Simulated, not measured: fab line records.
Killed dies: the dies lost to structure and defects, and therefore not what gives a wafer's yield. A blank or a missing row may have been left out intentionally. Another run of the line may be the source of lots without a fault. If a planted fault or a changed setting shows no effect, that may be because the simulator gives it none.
Chamber matching | flow sky130 | SKY_LI_CONTACT_ETCH_15 on rieDiel-01 has 4 sister chambers
The step etches PSG in C4F8/O2/Ar, stops on Si, target depth 600 nm. 4 wafers are shown with their chamber, then 12 later ones without.

== EACH WAFER AND ITS CHAMBER ==
wafer  | chamber | oesProductAu (a.u.)
L088.6 | 3       | 0.833
L090.2 | 1       | 0.834
L090.3 | 0       | 0.844
L090.4 | 2       | 0.832

== WAFERS WITHOUT THEIR CHAMBER ==
wafer  | oesProductAu (a.u.)
L093.1 | 0.849
L093.2 | 0.839
L093.4 | 0.823
L095.3 | 0.831
L095.4 | 0.837
L095.5 | 0.836
L096.1 | 0.837
L096.4 | 0.825
L096.6 | 0.830
L097.2 | 0.830
L097.5 | 0.834
L097.6 | 0.835

== WHICH CHAMBER EACH ONE RAN IN ==
wafer  | from the rows above               | in truth
L093.1 | 0                                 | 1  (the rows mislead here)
L093.2 | can't be placed: 0 or 1 or 3 or 2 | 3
L093.4 | can't be placed: 2 or 3 or 1      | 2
L095.3 | can't be placed: 2 or 3 or 1      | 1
L095.4 | can't be placed: 1 or 3 or 2 or 0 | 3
L095.5 | can't be placed: 1 or 3 or 2 or 0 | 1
L096.1 | can't be placed: 1 or 3 or 2 or 0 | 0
L096.4 | can't be placed: 2 or 3 or 1      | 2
L096.6 | can't be placed: 2 or 3 or 1      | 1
L097.2 | can't be placed: 2 or 3 or 1      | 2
L097.5 | can't be placed: 1 or 3 or 2      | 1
L097.6 | can't be placed: 1 or 3 or 2 or 0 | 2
Placed correctly: 0 of 12. Not placeable from these rows: 11 (in 11, the candidates include the true chamber). Placed wrongly: 1.
How it was worked out, from the rows above alone: a wafer's distance from a chamber is the root of the sum, over the readings, of the square of ((its reading less the chamber's mean) divided by the reading's scatter). The wafer belongs to the nearest chamber; if the next one is less than 2 further off, it can't be placed. Each chamber's mean is taken over the wafers shown for it. The scatter: root of mean squared gap, hidden wafer to nearest shown wafer, with one shown wafer a chamber.
